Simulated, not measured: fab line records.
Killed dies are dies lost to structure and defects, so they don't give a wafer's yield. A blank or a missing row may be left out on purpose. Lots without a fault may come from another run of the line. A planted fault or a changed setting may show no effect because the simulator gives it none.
fab line records	flow sky130
[record] lots = 6	wafers = 18	last-day = 50
route steps=708 shown FIELD_ISO@11 NWELL@32 DNWELL@35 PWDE@45 PAD_OPEN@708
lots untouched by any fault: they come from a run of this same line in which no faults occurred
start-h: hours from the record's opening day to when the first of the lot's shown wafers began	wait-h: hours elapsed since this lot's preceding step	" identical to the entry in the row above	L1.1+2: a single row standing in for several wafers	- either no value or no given start	* or withheld: withheld	< > ~ a bound
route shown NAME@n: NAME is a module with steps in the file, n the number in the route of the first one	usual: mean/standard deviation of fault-free wafers	same: alike in all rows	chamber/n: place in a boat	sites: each site's reading	_std_site: standard deviation across them	_edge_site: outer sites' mean less inner sites'	radius-mm: how far each site lies from the wafer's centre	mask NAME#n: copy n	behind: the most recent tool/chamber to have shaped the wafer	hold: what put the lot on hold/how long, in hours/how the hold closed	device: transistor that didn't switch, given as n, p or np	end of line: the same wafers' tests at the end of the route	a step without rows: its recipe alone	killed: count of dies lost to structure and defects at first sort (not the wafer's yield)	map: the dies of a wafer, with x for killed, . for not killed, _ for no die there
set.NAME: the setting the step ran with; set.NAME@STEP: the setting that earlier step ran with	model.NAME: the simulator's own value behind a step, which no gauge read
lots at selected steps of the route; one table per step, one row per wafer
services: a tool's chamber out of use, with start hour (start-h, from the record's first day; less than 0 if before it), hours out, and reason
[[steps]]
[step SKY_FIELD_ISO_EXPOSE_10]
[recipe] mask-id = FOM	na = 0.68	source-shape = annular	sigma-inner = 0.4	sigma-outer = 0.8	target-cd-nm = 150	dose-mj = 28
[step SKY_FIELD_ISO_PEB_11]
[recipe] peb-temp-c = withheld	peb-time-s = withheld	resist = KrF-thick
[step SKY_FIELD_ISO_DEVELOP_12]
[recipe] develop-time-s = 60	resist = KrF-thick	dev-temp-c = 21
[step SKY_FIELD_ISO_CD_MEAS_13]
[recipe] target-cd-nm = 150
[usual] cd-nm = 150.5/1.8
lot.wafer	tool	chamber	start-h	wait-h	cd-nm
L512.1	cd-sem-01	-	44.77	-	147.4
L512.2	"	-	"	"	147.3
L512.3	"	-	"	"	148.7
L513.1	cd-sem-01	-	45.63	-	151.4
L513.2	"	-	"	"	150.6
L513.4	"	-	"	"	152.2
L516.1	cd-sem-01	-	59.92	-	149.5
L516.2	"	-	"	"	151.1
L516.5	"	-	"	"	151.3
L521.1	cd-sem-01	-	86.88	-	153.5
L521.3	"	-	"	"	153.5
L521.5	"	-	"	"	153.6
L525.2	cd-sem-01	-	106.53	-	148.7
L525.5	"	-	"	"	150.2
L525.6	"	-	"	"	148.5
L527.4	cd-sem-01	-	116.53	-	148.1
L527.5	"	-	"	"	148.8
L527.6	"	-	"	"	146.6
[step SKY_FIELD_ISO_ETCH_14]
[recipe] chemistry = N2/H2	target = BARC	ion-energy-ev = 200	source-w = 500	bias-w = 100	pressure-mtorr = 30	n2-flow-sccm = 100	h2-flow-sccm = 200	stop-on = SiO2	time-s = 45.9	target-depth-a = 600
[usual] drypump-motor-current-A = 5.8/0.46	oes-product-au = 0.855/0.0045	throttle-valve-pct = 13.226/0.009
lot.wafer	tool	chamber	start-h	wait-h	drypump-motor-current-A	oes-product-au	rf-hours-counter-h	throttle-valve-pct
L512.1	rie-diel-02	2	44.89	0.1	6.3	0.855	114	13.233
L512.2	"	0	"	"	5.5	0.852	47	13.236
L512.3	"	3	"	"	6.0	0.851	15	13.226
L513.1	rie-diel-04	3	45.75	0.1	6.3	0.853	6	13.222
L513.2	"	2	"	"	5.6	0.847	42	13.227
L513.4	"	0	"	"	5.1	0.854	157	13.244
L516.1	rie-diel-01	0	60.04	0.1	6.2	0.852	11	13.224
L516.2	"	1	"	"	5.6	0.847	78	13.236
L516.5	"	1	"	"	5.6	0.857	-	13.220
L521.1	rie-diel-02	0	87.00	0.1	5.5	0.859	48	13.225
L521.3	"	3	"	"	6.0	0.856	16	13.204
L521.5	"	3	"	"	6.0	0.857	-	13.221
L525.2	rie-diel-04	2	106.63	0.1	5.6	0.851	44	13.224
L525.5	"	3	"	"	6.3	0.860	-	13.224
L525.6	"	2	"	"	5.6	0.851	-	13.229
L527.4	rie-diel-02	0	116.59	0.0	5.5	0.850	48	13.224
L527.5	"	0	"	"	5.5	0.849	-	13.235
L527.6	"	1	"	"	6.7	0.852	-	13.230
[step SKY_FIELD_ISO_ETCH_15]
[recipe] chemistry = CHF3/O2	target-depth-nm = 180	stop-on = Si	source-w = 600	bias-w = 200	pressure-mtorr = 40	chf3-flow-sccm = 50	O2_flow_sccm = 5	time-s = 72
[step SKY_FIELD_ISO_STRIP_16]
[recipe] chemistry = O2/N2	power-w = 1400	pressure-mtorr = 1500	platen-temp-c = withheld	o2-flow-sccm = 3000	n2-flow-sccm = 300	overash-fraction = 0.5
[usual] drypump-motor-current-A = 5.5/0.56	oes-product-au = 0.376/0.0055	strip-time-to-endpoint-s = 3.52/0.048
lot.wafer	tool	chamber	start-h	wait-h	drypump-motor-current-A	oes-product-au	rf-hours-counter-h	strip-time-to-endpoint-s
L512.1	plasma-asher-01	1	44.99	0.0	5.5	0.368	36	3.51
L512.2	"	0	"	"	6.6	0.378	36	3.54
L512.3	"	0	"	"	6.6	0.368	-	3.46
L513.1	plasma-asher-02	1	45.85	0.0	5.5	0.370	35	3.47
L513.2	"	0	"	"	4.9	0.378	35	3.54
L513.4	"	0	"	"	4.9	0.382	-	3.52
L516.1	plasma-asher-02	1	60.19	0.1	5.5	0.392	37	3.65
L516.2	"	0	"	"	4.9	0.370	37	3.48
L516.5	"	1	"	"	5.5	0.380	-	3.52
L521.1	plasma-asher-02	0	87.10	0.0	4.9	0.379	39	3.59
L521.3	"	1	"	"	5.6	0.372	-	3.50
L521.5	"	1	"	"	5.6	0.373	-	3.51
L525.2	plasma-asher-03	0	106.72	0.0	6.1	0.376	30	3.53
L525.5	"	1	"	"	5.1	0.370	-	3.47
L525.6	"	0	"	"	6.1	0.369	-	3.51
L527.4	plasma-asher-02	0	116.72	0.1	4.9	0.380	-	3.51
L527.5	"	1	"	"	5.6	0.384	-	3.49
L527.6	"	0	"	"	4.9	0.378	-	3.52
[step SKY_FIELD_ISO_ETCH_17]
[recipe] target-depth-a = 3420	mask-material = Si3N4	chemistry = HBr/Cl2/O2	target = Si	taper-deg = 5	icp-w = 600	bias-w = 150	pressure-mtorr = 15	HBr_flow_sccm = 150	Cl2_flow_sccm = 40	O2_flow_sccm = 6	time-s = 101.3
[usual] drypump-motor-current-A = 5.8/0.33	oes-product-au = 1.000/0.018	throttle-valve-pct = 25.657/0.014
lot.wafer	tool	chamber	start-h	wait-h	drypump-motor-current-A	oes-product-au	rf-hours-counter-h	throttle-valve-pct
L512.1	rie-si-02	3	45.09	0.1	5.5	1.002	67	25.661
L512.2	"	1	"	"	5.3	1.023	18	25.648
L512.3	"	0	"	"	6.0	1.011	105	25.628
L513.1	rie-si-02	0	45.95	0.1	6.0	1.011	105	25.664
L513.2	"	3	"	"	5.5	1.004	67	25.655
L513.4	"	1	"	"	5.3	1.019	18	25.638
L516.1	rie-si-02	0	60.29	0.1	6.0	1.014	105	25.651
L516.2	"	3	"	"	5.5	0.985	67	25.644
L516.5	"	1	"	"	5.3	1.019	-	25.642
L521.1	rie-si-01	3	87.20	0.1	6.1	1.019	20	25.649
L521.3	"	2	"	"	5.7	0.994	36	25.669
L521.5	"	2	"	"	5.6	0.987	-	25.674
L525.2	rie-si-01	3	106.82	0.1	6.1	1.028	20	25.660
L525.5	"	3	"	"	6.1	1.022	-	25.644
L525.6	"	2	"	"	5.7	0.990	-	25.671
L527.4	rie-si-01	3	116.79	0.0	6.1	1.019	20	25.638
L527.5	"	2	"	"	5.7	0.988	-	25.656
L527.6	"	3	"	"	6.1	1.024	-	25.651
[step SKY_FIELD_ISO_WET_ETCH_18]
[recipe] chemistry = H3PO4	target-depth-nm = 25	temp-c = 160	target = Si3N4	time-s = 286
[step SKY_FIELD_ISO_CLEAN_19]
[recipe] chemistry = SC1/SC2	mix = 1:4:20	temp-c = 70	time-s = 150
[step SKY_FIELD_ISO_CLEAN_20]
[recipe] chemistry = dHF	time-s = 20	dilution = 100:1
[step SKY_FIELD_ISO_WET_ETCH_21]
[recipe] chemistry = dHF	dilution = 100:1	target-depth-nm = 20	dry = ipa-marangoni	target = SiO2	temp-c = 25	time-s = 400
[step SKY_FIELD_ISO_OXIDATION_22]
[recipe] temp-c = 950	ambient = O2	stabilise-s = 600	purge-s = 300	target-thk-a = 100	ox-time-s = 623
[usual] zone-power-bottom-pct = 31.9/1.3	zone-power-top-pct = 35.6/1.1
lot.wafer	tool	chamber	start-h	wait-h	zone-power-bottom-pct	zone-power-top-pct
L512.1	furnace-02	0	46.26	0.8	30.6	34.4
L512.2	"	0	"	"	30.6	34.3
L512.3	"	0	"	"	30.5	34.6
L513.1	furnace-01	0	46.63	0.3	32.8	36.7
L513.2	"	0	"	"	34.4	36.2
L513.4	"	0	"	"	33.1	36.9
L516.1	furnace-01	0	63.40	2.8	33.4	37.0
L516.2	"	0	"	"	33.5	36.8
L516.5	"	0	"	"	33.6	36.1
L521.1	furnace-01	0	87.54	0.0	33.2	37.1
L521.3	"	0	"	"	33.3	36.6
L521.5	"	0	"	"	32.7	36.9
L525.2	furnace-02	0	110.47	3.1	30.8	34.6
L525.5	"	0	"	"	30.6	34.6
L525.6	"	0	"	"	31.0	34.5
L527.4	furnace-02	0	118.60	1.3	30.9	33.9
L527.5	"	0	"	"	31.0	34.8
L527.6	"	0	"	"	30.9	34.8
[step SKY_FIELD_ISO_THK_MEAS_23]
[recipe] reads = SiO2_of_FIELD_ISO_OXIDATION_22
[usual] FIELD_ISO_OXIDATION_01_THK = 9.97/0.2
lot.wafer	tool	chamber	start-h	wait-h	FIELD_ISO_OXIDATION_01_THK[nm]
L512.1	film-metro-02	-	47.43	0.0	10.27
L512.2	"	-	"	"	10.16
L512.3	"	-	"	"	10.07
L513.1	film-metro-02	-	47.80	0.0	9.68
L513.2	"	-	"	"	9.71
L513.4	"	-	"	"	9.63
L516.1	film-metro-01	-	64.57	0.0	9.73
L516.2	"	-	"	"	9.96
L516.5	"	-	"	"	10.07
L521.1	film-metro-03	-	88.71	0.0	9.81
L521.3	"	-	"	"	10.08
L521.5	"	-	"	"	10.11
L525.2	film-metro-02	-	111.65	0.0	10.27
L525.5	"	-	"	"	10.18
L525.6	"	-	"	"	10.16
L527.4	film-metro-03	-	119.80	0.0	9.85
L527.5	"	-	"	"	10.01
L527.6	"	-	"	"	9.90
[step SKY_FIELD_ISO_CVD_24]
[recipe] material = SiO2	target-thk-nm = 595	temp-c = 650	sigma-open-frac = 0.3	time-s = 99.2	sih4-flow-sccm = 60	pressure-mtorr = 6
[step SKY_FIELD_ISO_THK_MEAS_25]
[recipe] reads = SiO2_of_FIELD_ISO_CVD_24
[usual] FIELD_ISO_CVD_24_THK = 595/8
lot.wafer	tool	chamber	start-h	wait-h	FIELD_ISO_CVD_24_THK[nm]
L512.1	film-metro-03	-	47.56	0.0	599
L512.2	"	-	"	"	603
L512.3	"	-	"	"	595
L513.1	film-metro-01	-	47.94	0.0	597
L513.2	"	-	"	"	588
L513.4	"	-	"	"	589
L516.1	film-metro-02	-	64.71	0.0	610
L516.2	"	-	"	"	603
L516.5	"	-	"	"	599
L521.1	film-metro-02	-	88.84	0.0	579
L521.3	"	-	"	"	593
L521.5	"	-	"	"	594
L525.2	film-metro-01	-	111.78	0.0	605
L525.5	"	-	"	"	583
L525.6	"	-	"	"	591
L527.4	film-metro-01	-	119.94	0.0	590
L527.5	"	-	"	"	604
L527.6	"	-	"	"	600
[step SKY_FIELD_ISO_ANNEAL_26]
[recipe] temp-c = 1000	time-s = 1800	ambient = N2
[step SKY_FIELD_ISO_CMP_27]
[recipe] stop-on = Si3N4	t-overpolish-s = 16	down-force-psi = 4	platen-rpm = 60	target-thk-nm = 457.8	pad-velocity-m-s = 0.94248
[usual] head-pressure-psi = 4.000/0.0084	motor-current-A = 12.5/1.2	overpolish-run-s = 15.999/0.0089	time-to-endpoint-s = 108/4.9
lot.wafer	tool	chamber	start-h	wait-h	head-pressure-psi	motor-current-A	overpolish-run-s	time-to-endpoint-s
L512.2	cmp-02	1	49.30	0.0	3.991	12.4	15.997	115
L512.1	"	3	"	"	3.990	11.6	16.012	112
L512.3	"	0	"	"	4.016	13.2	16.005	117
L513.4	cmp-01	1	50.43	0.0	4.002	13.7	15.998	104
L513.2	"	3	"	"	4.006	11.6	15.990	102
L513.1	"	0	"	"	4.005	14.0	16.006	110
L516.1	cmp-01	2	67.16	0.1	3.996	11.0	16.015	109
L516.2	"	3	"	"	3.979	11.0	15.998	108
L516.5	"	1	"	"	4.007	14.3	15.996	103
L521.3	cmp-01	1	90.45	0.1	4.016	14.2	16.006	100
L521.1	"	2	"	"	4.008	11.4	15.999	103
L521.5	"	0	"	"	3.978	14.4	16.002	105
L525.2	cmp-01	3	115.17	0.0	3.992	11.8	16.006	110
L525.6	"	3	"	"	3.994	12.1	16.000	107
L525.5	"	0	"	"	3.984	13.6	15.997	108
L527.4	cmp-02	3	121.52	0.1	4.013	12.3	16.000	107
L527.6	"	2	"	"	4.000	11.2	15.997	116
L527.5	"	3	"	"	3.994	12.2	15.983	112
[step SKY_FIELD_ISO_WET_ETCH_28]
[recipe] chemistry = dHF	target-depth-nm = 23.7	target = SiO2	dilution = 10:1	temp-c = 25	time-s = 47
[step SKY_FIELD_ISO_WET_ETCH_29]
[recipe] chemistry = H3PO4	target-depth-nm = 160	target = Si3N4	temp-c = 160	time-s = 1825
[step SKY_FIELD_ISO_WET_ETCH_30]
[recipe] chemistry = dHF	target-depth-nm = 25	target = SiO2	dilution = 10:1	temp-c = 25	time-s = 50
[step SKY_NWELL_CLEAN_00]
[recipe] chemistry = SC1/SC2	mix = 1:4:20	temp-c = 70	time-s = 150	dry = n2-spin
[step SKY_NWELL_OXIDATION_01]
[recipe] temp-c = 900	ambient = O2	stabilise-s = 600	purge-s = 300	target-thk-a = 100	ox-time-s = 1418
[step SKY_NWELL_THK_MEAS_02]
[recipe] reads = SiO2_of_NWELL_OXIDATION_01
[usual] NWELL_OXIDATION_THK = 9.94/0.16
lot.wafer	tool	chamber	start-h	wait-h	NWELL_OXIDATION_THK[nm]
L512.1	film-metro-04	-	53.07	0.0	9.84
L512.2	"	-	"	"	9.85
L512.3	"	-	"	"	9.87
L513.1	film-metro-01	-	53.13	0.1	9.58
L513.2	"	-	"	"	9.75
L513.4	"	-	"	"	9.69
L516.1	film-metro-04	-	70.08	0.0	9.76
L516.2	"	-	"	"	9.71
L516.5	"	-	"	"	9.78
L521.1	film-metro-01	-	93.28	0.0	9.98
L521.3	"	-	"	"	10.02
L521.5	"	-	"	"	9.97
L525.2	film-metro-04	-	118.61	0.0	9.88
L525.5	"	-	"	"	9.82
L525.6	"	-	"	"	9.73
L527.4	film-metro-01	-	124.36	0.0	10.10
L527.5	"	-	"	"	10.11
L527.6	"	-	"	"	10.39
[step SKY_DNWELL_DEHYDRATE_00]
[recipe] temp-c = 200	time-s = 60
[step SKY_DNWELL_HMDS_01]
[recipe] prime-time-s = 60	prime-temp-c = 120
[step SKY_DNWELL_COAT_02]
[recipe] spin-rpm = 2000	resist-thk-nm = 3000
[step SKY_DNWELL_SOFTBAKE_03]
[recipe] temp-c = 110	time-s = withheld
[step SKY_DNWELL_EXPOSE_04]
[recipe] mask-id = DNM	na = 0.57	target-cd-nm = 3000	dose-mj = 222
[step SKY_DNWELL_PEB_05]
[recipe] temp-c = 115	time-s = withheld
[step SKY_DNWELL_DEVELOP_06]
[recipe] wall-angle-deg = 90	developer = TMAH	develop-time-s = 60	dev-temp-c = 23
[step SKY_DNWELL_IMPLANT_07]
[recipe] species = P	energy-kev = withheld	dose-cm2 = withheld	tilt-deg = withheld
[step SKY_DNWELL_STRIP_08]
[recipe] chemistry = O2/N2	power-w = 1400	pressure-mtorr = 1500	platen-temp-c = withheld	o2-flow-sccm = 3000	n2-flow-sccm = 300	overash-fraction = 0.5
[usual] drypump-motor-current-A = 5.8/0.51	oes-product-au = 0.722/0.0043	strip-time-to-endpoint-s = 36.97/0.11
lot.wafer	tool	chamber	start-h	wait-h	drypump-motor-current-A	oes-product-au	rf-hours-counter-h	strip-time-to-endpoint-s
L512.1	plasma-asher-04	1	68.92	0.1	6.1	0.723	38	37.11
L512.2	"	0	"	"	5.8	0.725	38	36.96
L512.3	"	0	"	"	5.8	0.727	-	37.03
L513.1	plasma-asher-02	0	69.28	0.1	4.9	0.717	38	37.00
L513.2	"	1	"	"	5.6	0.723	38	37.12
L513.4	"	0	"	"	4.9	0.728	-	36.96
L516.1	plasma-asher-04	1	86.68	0.1	6.1	0.723	40	36.85
L516.2	"	0	"	"	5.8	0.720	40	36.86
L516.5	"	0	"	"	5.8	0.719	-	36.84
L521.1	plasma-asher-04	1	111.47	0.1	6.1	0.723	43	36.89
L521.3	"	1	"	"	6.1	0.718	-	36.91
L521.5	"	0	"	"	5.8	0.720	-	37.06
L525.2	plasma-asher-02	0	137.07	0.1	4.9	0.716	44	36.92
L525.5	"	1	"	"	5.5	0.718	-	36.86
L525.6	"	0	"	"	4.9	0.722	-	36.81
L527.4	plasma-asher-01	1	143.51	0.1	5.5	0.721	-	36.88
L527.5	"	1	"	"	5.5	0.717	-	36.98
L527.6	"	0	"	"	6.6	0.723	-	37.03
[step SKY_DNWELL_TW_MEAS_09]
[usual] DNWELL_TW = 1119/9.4
lot.wafer	tool	chamber	start-h	wait-h	DNWELL_TW
L512.1	film-metro-03	-	69.02	0.1	1126
L512.2	"	-	"	"	1127
L512.3	"	-	"	"	1124
L513.1	film-metro-03	-	69.38	0.1	1122
L513.2	"	-	"	"	1118
L513.4	"	-	"	"	1129
L516.1	film-metro-01	-	86.78	0.1	1127
L516.2	"	-	"	"	1123
L516.5	"	-	"	"	1127
L521.1	film-metro-01	-	111.57	0.1	1120
L521.3	"	-	"	"	1126
L521.5	"	-	"	"	1128
L525.2	film-metro-03	-	137.18	0.1	1118
L525.5	"	-	"	"	1121
L525.6	"	-	"	"	1119
L527.4	film-metro-04	-	143.61	0.1	1120
L527.5	"	-	"	"	1117
L527.6	"	-	"	"	1115
[step SKY_PWDE_DEHYDRATE_00]
[recipe] temp-c = 200	time-s = 60
[step SKY_PWDE_HMDS_01]
[recipe] prime-time-s = 60	prime-temp-c = 120
[step SKY_PWDE_COAT_02]
[recipe] spin-rpm = 2000	resist-thk-nm = 3022
[step SKY_PWDE_SOFTBAKE_03]
[recipe] temp-c = 110	time-s = withheld
[step SKY_PWDE_EXPOSE_04]
[recipe] mask-id = PWDEM	na = 0.6	source-shape = conventional	sigma-outer = 0.6	polarization = unpolarized	target-cd-nm = 840	dose-mj = 214
[step SKY_PWDE_PEB_05]
[recipe] temp-c = 115	time-s = withheld
[step SKY_PWDE_DEVELOP_06]
[recipe] wall-angle-deg = 90	developer = TMAH	develop-time-s = 60	dev-temp-c = 23
[step SKY_PWDE_OVL_MEAS_07]
[usual] PWDE_OVL = 0.0/1.4
lot.wafer	tool	chamber	start-h	wait-h	PWDE_OVL[nm]
L512.1	overlay-02	-	85.25	-	-0.3
L512.2	"	-	"	"	-1.1
L512.3	"	-	"	"	-1.7
L513.1	overlay-01	-	85.67	-	1.5
L513.2	"	-	"	"	2.0
L513.4	"	-	"	"	0.6
L516.1	overlay-02	-	104.40	-	-2.0
L516.2	"	-	"	"	-2.1
L516.5	"	-	"	"	-0.6
L521.1	overlay-02	-	129.35	-	1.3
L521.3	"	-	"	"	0.5
L521.5	"	-	"	"	2.3
L525.2	overlay-01	-	156.92	-	1.7
L525.5	"	-	"	"	-0.4
L525.6	"	-	"	"	1.6
L527.4	overlay-01	-	164.14	-	-0.1
L527.5	"	-	"	"	1.5
L527.6	"	-	"	"	-1.0
[step SKY_PAD_OPEN_PROBE_99]
[usual] killed_at_M0_to_M3 = 44/6.9	killed_at_M4_up = 3.3/2	killed-at-contacts = 25/5.4	killed-at-front-end = 16/4.6	killed-at-other = 0.2/0.51	killed-dies = 88/8.9	killed-open = 48/6.8	killed-short = 39/5.8
[same] gross-dies = 492	killed-at-back-side = 0
lot.wafer	tool	chamber	start-h	wait-h	killed_at_M0_to_M3	killed_at_M4_up	killed-at-contacts	killed-at-front-end	killed-at-other	killed-dies	killed-open	killed-short	model.etest.diode-nwell-sub.leak-log10-a-cm2	model.etest.diode-dnwell-sub.leak-log10-a-cm2	model.etest.diode-pwell-dnwell.leak-log10-a-cm2	model.etest.nfet_16v.off-log10-a-um
L512.1	prober-02	-	1091.94	0.1	39	1	30	15	0	85	52	32	-7.335	-7.08	-7.635	-13.79
L512.2	prober-02	-	1091.99	0.1	44	0	21	13	0	78	45	33	-7.279	-7.427	-7.659	-13.75
L512.3	prober-02	-	1092.04	0.2	50	1	28	22	0	101	52	49	-7.482	-7.392	-7.524	-13.88
L513.1	prober-01	-	1095.96	0.1	39	4	27	19	1	90	43	47	-7.101	-7.313	-7.375	-13.74
L513.2	prober-01	-	1096.01	0.1	42	5	23	15	0	85	41	44	-7.212	-7.207	-7.523	-13.76
L513.4	prober-01	-	1096.11	0.2	43	1	28	16	0	88	42	46	-7.579	-7.405	-7.446	-13.85
L516.1	prober-02	-	1114.69	0.1	45	8	31	9	0	93	45	48	-6.591	-6.764	-7.158	-13.74
L516.2	prober-02	-	1114.74	0.1	34	1	27	20	0	82	39	42	-7.048	-7.092	-7.061	-13.75
L516.5	prober-02	-	1114.89	0.2	39	3	23	19	0	84	45	39	-6.89	-6.903	-7.332	-13.62
L521.1	prober-01	-	1138.86	0.1	44	1	24	16	0	85	44	39	-6.885	-6.973	-7.346	-13.67
L521.3	prober-01	-	1138.96	0.2	59	1	18	18	0	96	43	53	-6.832	-6.717	-7.408	-13.72
L521.5	prober-01	-	1139.06	0.2	48	5	26	21	0	100	53	45	-6.703	-6.931	-7.28	-13.82
L525.2	prober-01	-	1163.44	0.1	41	3	30	23	0	97	57	40	-7.256	-7.324	-7.498	-13.82
L525.5	prober-01	-	1163.59	0.2	42	5	25	13	0	85	50	35	-7.063	-7.361	-7.509	-13.85
L525.6	prober-01	-	1163.64	0.2	54	4	24	14	0	96	45	51	-7.194	-7.531	-7.343	-13.73
L527.4	prober-02	-	1198.43	0.2	48	4	30	16	1	99	55	44	-7.37	-7.28	-7.543	-13.88
L527.5	prober-02	-	1198.48	0.2	37	2	27	17	0	83	46	37	-7.004	-7.188	-7.454	-13.8
L527.6	prober-02	-	1198.53	0.2	48	5	23	12	0	88	54	34	-7.289	-7.389	-7.549	-13.79
// killed by level:class
L512.1 CONTACT:geometric-particle:open=11 LI_CONTACT:geometric-particle:open=9 VIA3:geometric-particle:open=7 VIA2:geometric-particle:open=7 METAL3:geometric-particle:short=6 POLY_GATE:geometric-particle:open=5 FIELD_ISO:geometric-particle:open=4 CONTACT:geometric-particle:short=4
L512.2 VIA1:geometric-particle:open=11 LI_CONTACT:geometric-particle:open=9 VIA2:geometric-particle:open=9 CONTACT:geometric-particle:open=5 METAL2:geometric-particle:short=5 FIELD_ISO:geometric-particle:short=4 VIA1:geometric-particle:short=4 METAL1:geometric-particle:short=4
L512.3 VIA1:geometric-particle:open=10 LI_CONTACT:geometric-particle:open=9 FIELD_ISO:geometric-particle:open=7 METAL2:geometric-particle:short=7 CONTACT:geometric-particle:open=6 VIA3:geometric-particle:open=6 METAL1:geometric-particle:short=5 VIA2:geometric-particle:open=5
L513.1 LOCAL_INTERCONNECT:geometric-particle:short=8 CONTACT:geometric-particle:short=8 METAL2:geometric-particle:short=8 FIELD_ISO:geometric-particle:open=6 LI_CONTACT:geometric-particle:open=6 VIA2:geometric-particle:open=5 POLY_GATE:geometric-particle:open=4 POLY_GATE:geometric-particle:short=4
L513.2 METAL2:geometric-particle:short=10 FIELD_ISO:geometric-particle:open=7 LI_CONTACT:geometric-particle:open=7 CONTACT:geometric-particle:short=6 VIA1:geometric-particle:open=6 VIA3:geometric-particle:short=6 CONTACT:geometric-particle:open=5 METAL1:geometric-particle:short=4
L513.4 LI_CONTACT:geometric-particle:open=9 VIA2:geometric-particle:open=9 VIA1:geometric-particle:short=8 CONTACT:geometric-particle:open=8 VIA1:geometric-particle:open=7 POLY_GATE:geometric-particle:short=6 METAL2:geometric-particle:short=6 METAL3:geometric-particle:short=6
L516.1 CONTACT:geometric-particle:open=10 VIA1:geometric-particle:open=10 LI_CONTACT:geometric-particle:open=7 VIA1:geometric-particle:short=7 METAL4:geometric-particle:short=6 LOCAL_INTERCONNECT:geometric-particle:short=5 VIA3:geometric-particle:open=5 CONTACT:geometric-particle:short=5
L516.2 CONTACT:geometric-particle:open=13 FIELD_ISO:geometric-particle:short=8 VIA1:geometric-particle:open=8 CONTACT:geometric-particle:short=6 VIA2:geometric-particle:open=5 METAL3:geometric-particle:short=5 FIELD_ISO:geometric-particle:open=4 POLY_GATE:geometric-particle:short=4
L516.5 CONTACT:geometric-particle:open=9 VIA1:geometric-particle:open=8 FIELD_ISO:geometric-particle:open=7 FIELD_ISO:geometric-particle:short=7 VIA1:geometric-particle:short=7 LI_CONTACT:geometric-particle:open=6 VIA3:geometric-particle:open=6 LOCAL_INTERCONNECT:geometric-particle:short=5
L521.1 VIA1:geometric-particle:open=11 VIA1:geometric-particle:short=11 LI_CONTACT:geometric-particle:open=8 CONTACT:geometric-particle:open=6 METAL2:geometric-particle:short=5 VIA2:geometric-particle:open=5 CONTACT:geometric-particle:short=4 VIA2:geometric-particle:short=4
L521.3 METAL1:geometric-particle:short=11 VIA1:geometric-particle:open=8 VIA2:geometric-particle:open=8 METAL2:geometric-particle:short=7 VIA3:geometric-particle:open=7 CONTACT:geometric-particle:short=6 VIA1:geometric-particle:short=6 FIELD_ISO:geometric-particle:open=5
L521.5 CONTACT:geometric-particle:open=11 VIA1:geometric-particle:open=11 VIA3:geometric-particle:open=10 VIA3:geometric-particle:short=7 POLY_GATE:geometric-particle:short=6 LI_CONTACT:geometric-particle:open=6 LOCAL_INTERCONNECT:geometric-particle:short=6 METAL2:geometric-particle:short=6
L525.2 VIA1:geometric-particle:open=14 CONTACT:geometric-particle:open=13 VIA3:geometric-particle:open=7 LI_CONTACT:geometric-particle:short=6 FIELD_ISO:geometric-particle:short=5 POLY_GATE:geometric-particle:open=5 LOCAL_INTERCONNECT:geometric-particle:short=5 FIELD_ISO:geometric-particle:open=4
L525.5 VIA1:geometric-particle:open=12 CONTACT:geometric-particle:open=10 LI_CONTACT:geometric-particle:open=7 VIA3:geometric-particle:open=7 VIA3:geometric-particle:short=6 FIELD_ISO:geometric-particle:short=5 METAL1:geometric-particle:short=5 FIELD_ISO:geometric-particle:open=4
L525.6 VIA1:geometric-particle:open=15 CONTACT:geometric-particle:short=8 METAL3:geometric-particle:short=7 VIA3:geometric-particle:open=6 LI_CONTACT:geometric-particle:open=6 VIA1:geometric-particle:short=6 VIA2:geometric-particle:short=6 VIA3:geometric-particle:short=6
L527.4 LI_CONTACT:geometric-particle:open=12 METAL1:geometric-particle:short=9 VIA3:geometric-particle:open=7 CONTACT:geometric-particle:open=7 VIA1:geometric-particle:open=7 VIA2:geometric-particle:open=7 POLY_GATE:geometric-particle:open=6 LI_CONTACT:geometric-particle:short=4
L527.5 CONTACT:geometric-particle:open=10 VIA1:geometric-particle:open=7 VIA3:geometric-particle:open=6 LI_CONTACT:geometric-particle:open=6 VIA1:geometric-particle:short=6 METAL1:geometric-particle:short=5 POLY_GATE:geometric-particle:short=4 POLY_GATE:geometric-particle:open=4
L527.6 VIA1:geometric-particle:open=10 VIA2:geometric-particle:open=8 VIA3:geometric-particle:open=7 CONTACT:geometric-particle:open=7 VIA1:geometric-particle:short=6 LI_CONTACT:geometric-particle:open=6 CONTACT:geometric-particle:short=6 POLY_GATE:geometric-particle:open=5
[[services]]
tool	chamber	start-h	hours	kind
rie-si-02	1	22.53	4.5	repair
rie-diel-04	-	29.30	0.4	repair
cmp-02	-	34.66	1.0	repair
cmp-02	-	37.40	2.5	repair
cmp-02	-	45.02	3.9	pm
cmp-02	-	51.10	0.5	repair
rie-diel-01	3	53.16	8.4	repair
cmp-02	-	53.30	2.6	repair
cmp-02	-	64.00	4.0	pm
plasma-asher-04	-	65.20	2.8	pm
cmp-02	-	71.39	0.4	repair
cmp-01	-	75.04	4.0	repair
rie-diel-02	0	75.65	2.2	repair
plasma-asher-02	-	80.18	3.2	repair
rie-si-02	-	87.53	2.8	pm
furnace-02	-	98.72	3.5	pm
furnace-02	-	102.23	3.8	pm
plasma-asher-01	-	108.75	9.0	pm
rie-si-02	0	110.25	8.1	repair
cmp-01	-	116.72	0.9	repair
cmp-01	-	119.73	2.8	repair
cmp-02	-	123.69	2.6	repair
rie-diel-04	2	133.82	26.5	repair
cmp-01	-	142.50	5.6	pm
[[key]]
first-sign none at tools or gauges
[model-effect] step = SKY_PAD_OPEN_PROBE_99	value = etest.diode-nwell-sub.leak-log10-a-cm2	without = -7.256	struck = -6.825
met-at SKY_FIELD_ISO_OXIDATION_22
struck-wafers L516.1,L516.2,L516.5,L521.1,L521.3,L521.5
tester-left-out L516,L521
onset-between 46.63 63.40
also-fits SKY_DNWELL_STRIP_08:plasma-asher-04
[fault] kind = metallic-contamination-source	tool = furnace-01	chamber = -	onset-h = 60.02	steps = SKY_FIELD_ISO_OXIDATION_22	rate-cm2-per-visit = 1.7732e+12	species = metal-cu-cm2
// tester-left-out: of these lots the tester's yield and bins aren't shown, on N5 and GAA mostly nor the transistor test; their killed dies are dies lost to structure and defects alone, not to doping, threshold or leakage, so they don't give the yield
